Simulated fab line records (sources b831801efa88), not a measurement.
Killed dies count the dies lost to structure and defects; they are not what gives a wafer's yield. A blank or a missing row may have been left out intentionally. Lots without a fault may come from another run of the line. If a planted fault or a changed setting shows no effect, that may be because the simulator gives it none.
Which tool is to blame?    flow sky130    30 wafers from 10 lots sampled at 2 of the route's 708 steps

WHAT THE GAUGES READ, wafer by wafer
SKY_METAL4_CD_MEAS_13: the cd target is 300 nm. Usual: cd_nm at 299.8 nm, with a standard deviation of 1.2.
lot   measured      on         cd_nm (nm)         flag
L812  day 41 16:49  cd_sem-02  297.9 298.5 297.9  
L814  day 42 02:33  cd_sem-02  299.7 299.3 299.6  
L815  day 42 12:44  cd_sem-01  299.9 300.6 299.8  
L819  day 44 07:49  cd_sem-02  299.7 301.2 299.6  
L820  day 44 09:28  cd_sem-02  297.3 297.3 299.0  
L821  day 44 15:45  cd_sem-02  301.4 299.6 299.9  
L822  day 45 05:08  cd_sem-02  300.5 301.3 300.9  
L827  day 46 03:32  cd_sem-01  299.7 298.6 300.2  
L828  day 46 17:08  cd_sem-01  300.2 300.1 298.3  
L835  day 47 16:12  cd_sem-01  301.1 300.9 300.7  

WHAT TOOL EACH LOT RAN ON (gives the tool, then ch and the chambers of the sampled wafers, and finally the start)
lot   SKY_CAP2M_METAL_ETCH_13
L812  rie_metal-04 ch 1, day 40 16:28
L814  rie_metal-04 ch 1, day 41 02:17
L815  rie_metal-01 ch 0, day 41 12:25
L819  rie_metal-04 ch 0,1, day 43 08:47
L820  rie_metal-04 ch 0,1, day 43 10:50
L821  rie_metal-01 ch 1, day 43 16:41
L822  rie_metal-04 ch 0,1, day 44 06:46
L827  rie_metal-02 ch 0,1, day 45 06:11
L828  rie_metal-04 ch 0,1, day 45 20:22
L835  rie_metal-01 ch 0,1, day 46 20:20
- SKY_CAP2M_METAL_ETCH_13: etches TiN in Cl2/BCl3, stops on SiO2, target depth 220 nm, time 62.9 s.

AS READ BY THE TOOLS THEMSELVES (means over the sampled wafers that have a number; for cases with no such wafer, the mark the record gives instead)
SKY_CAP2M_METAL_ETCH_13. Usual: drypump_motor_current_A 5.7 A, standard deviation 0.58; oes_product_au 0.940 a.u., standard deviation 0.0076; rf_fwd_power_W 893 W, standard deviation 3.3; throttle_valve_pct 21.903 %, standard deviation 0.011.
lot   tool          drypump_motor_current_A (A)  oes_product_au (a.u.)  rf_fwd_power_W (W)  throttle_valve_pct (%)  flag
L812  rie_metal-04  6.1                          0.946                  886                 21.890                  
L814  rie_metal-04  6.1                          0.937                  893                 21.902                  
L815  rie_metal-01  5.2                          0.941                  890                 21.904                  
L819  rie_metal-04  5.7                          0.941                  896                 21.905                  
L820  rie_metal-04  5.7                          0.936                  893                 21.902                  
L821  rie_metal-01  6.6                          0.938                  895                 21.907                  
L822  rie_metal-04  5.3                          0.949                  892                 21.894                  
L827  rie_metal-02  6.2                          0.943                  894                 21.897                  
L828  rie_metal-04  5.3                          0.931                  894                 21.905                  
L835  rie_metal-01  5.7                          0.941                  892                 21.907                  

THE ANSWER, worked out from the rows above alone
Rule: a lot is off if the mean of its wafers that have a number lies more than 3 standard deviations from the usual mean. A lot without any number at a reading at which 4 lots or more have one is off too. Where the step has rows for the other lots, those lots are counted as sound. After the gauges, taken in route order, come the tools' own readings; for these a lot's mean is taken, as printed above. The first step at which some lot is off is used, and at that step the reading that is off furthest; a lot without a number counts as furthest.
Across all readings shown, no lot is off: no conclusion can be drawn from this.

WHAT THE SIMULATOR PUT IN
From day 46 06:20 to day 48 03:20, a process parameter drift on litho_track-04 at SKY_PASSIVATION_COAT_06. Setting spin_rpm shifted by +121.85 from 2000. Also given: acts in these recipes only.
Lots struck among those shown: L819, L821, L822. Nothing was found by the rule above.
